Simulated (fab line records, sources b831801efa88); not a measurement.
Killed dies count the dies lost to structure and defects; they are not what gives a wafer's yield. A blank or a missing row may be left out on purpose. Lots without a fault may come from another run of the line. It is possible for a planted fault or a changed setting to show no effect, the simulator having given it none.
Comparing a struck lot with a sound one    flow sky130    13 out of 708 route steps
Sound: these wafers, L295.1, L295.2, L295.4. The struck wafers were L291.1, L291.3, L291.5. At the end, the cause is stated.
Each step with rows lists, per side, the tool, then ch with its chambers, then its first start. Under that, the readings that differ: sound wafers    struck wafers    difference of the means    sigmas: that difference in standard deviations of wafers without a fault.
alike: same words and numbers on both sides, and readings whose means sit less than 2 such deviations apart. not compared: any withheld reading, any reading some wafer has no value for, any bound like >300 that may hide the same value, and any number with overlapping values for which the record gives no deviation.
Wherever a step has rows on one side only, a row that says differs or no value, or a row with sigmas, the two part there. Numbers that don't overlap but have no deviation are shown without sigmas and don't part them. Lack of a reading on every wafer of one side parts them only where that side has two or more wafers.

SKY_VIA3_CD_MEAS_12: the cd target is 200 nm.
  struck on cd sem-02, day 43 07:28; sound on cd sem-02, day 44 09:16
  alike: cd nm
SKY_VIA3_OVL_MEAS_13:
  struck on overlay-01, day 43 07:35; sound on overlay-01, day 44 09:23
  alike: VIA3_OVL
SKY_VIA3_ETCH_14: etches BARC in N2/H2, stops on SiO2, time 45.9 s, target depth 60 nm.
  sound on rie diel-01 ch 0,1,3, day 44 09:26; struck on rie diel-01 ch 0,1,3, day 43 07:38
  alike: drypump motor current A, oes product au, throttle valve pct
  not compared: rf hours counter h
SKY_VIA3_ETCH_15: etches SiO2 in C4F8/O2/Ar, stops on TiN, target depth 507 nm, time 78 s.
  sound on rie diel-01 ch 0,1,3, day 44 09:28; struck on rie diel-01 ch 0,1,3, day 43 07:40
  alike: oes product au
  not compared: rf hours counter h
SKY_VIA3_STRIP_16: strips in O2/N2.
  sound on plasma asher-03 ch 0,1, day 44 09:32; struck on plasma asher-03 ch 0, day 43 07:44
  alike: drypump motor current A, oes product au, strip time to endpoint s
  not compared: rf hours counter h
then, 3 steps without rows for these wafers: SKY_VIA3_STRIP_17 (strips in post etch residue remover, time 1200 s); SKY_VIA3_CLEAN_18 (cleans in IPA, time 180 s); SKY_VIA3_CLEAN_19 (cleans in O3/DIW).
SKY_VIA3_SPUTTER_20: material TiN, target thk 20 nm, time 80 s.
  struck on pvd sputter-01, day 43 08:19; sound on pvd sputter-02, day 44 10:10
  alike: throttle valve pct
SKY_VIA3_CVD_21: deposits W, target thk 390 nm, time 117.31 s.
  sound on cvd w-01 ch 0,1, day 44 10:14; struck on cvd w-02 ch 0,1, day 43 08:23
  alike: heater power w
SKY_VIA3_RS_MEAS_22: uses a four-point probe to measure.
  struck on film metro-03, day 43 08:31; sound on film metro-03, day 44 10:21
  alike: VIA3_W_RS
SKY_VIA3_THK_MEAS_23: measures by xrf.
  struck on film metro-03, day 43 08:38; sound on film metro-03, day 44 10:28
  alike: VIA3_W_THK
SKY_VIA3_CMP_24: polishes, stops on SiO2, t overpolish 20 s, target thk 0 nm.
  sound on cmp-02 ch 0,2,3, day 44 10:43; struck on cmp-01 ch 0,1, day 43 08:44
  no value came back on the struck wafers for any of 7 readings (edge zone pressure frac, head pressure psi (psi) and others); on the sound wafers edge zone pressure frac reads 0.997 0.997 1.002
reading                                   sound              struck             difference  sigmas
model.W_of_VIA3_CVD_21.thk nm (nm)        0 0 0              384.2 385.5 381.1  +383.6      
model.SiO2_of_VIA3_HDPCVD_00.thk nm (nm)  459.9 460.3 457.8  464.6 463 464.8    +4.8        

WHERE THEY PART
Only at SKY_VIA3_CMP_24, as far as this record shows.

WHY: what the simulator had put in
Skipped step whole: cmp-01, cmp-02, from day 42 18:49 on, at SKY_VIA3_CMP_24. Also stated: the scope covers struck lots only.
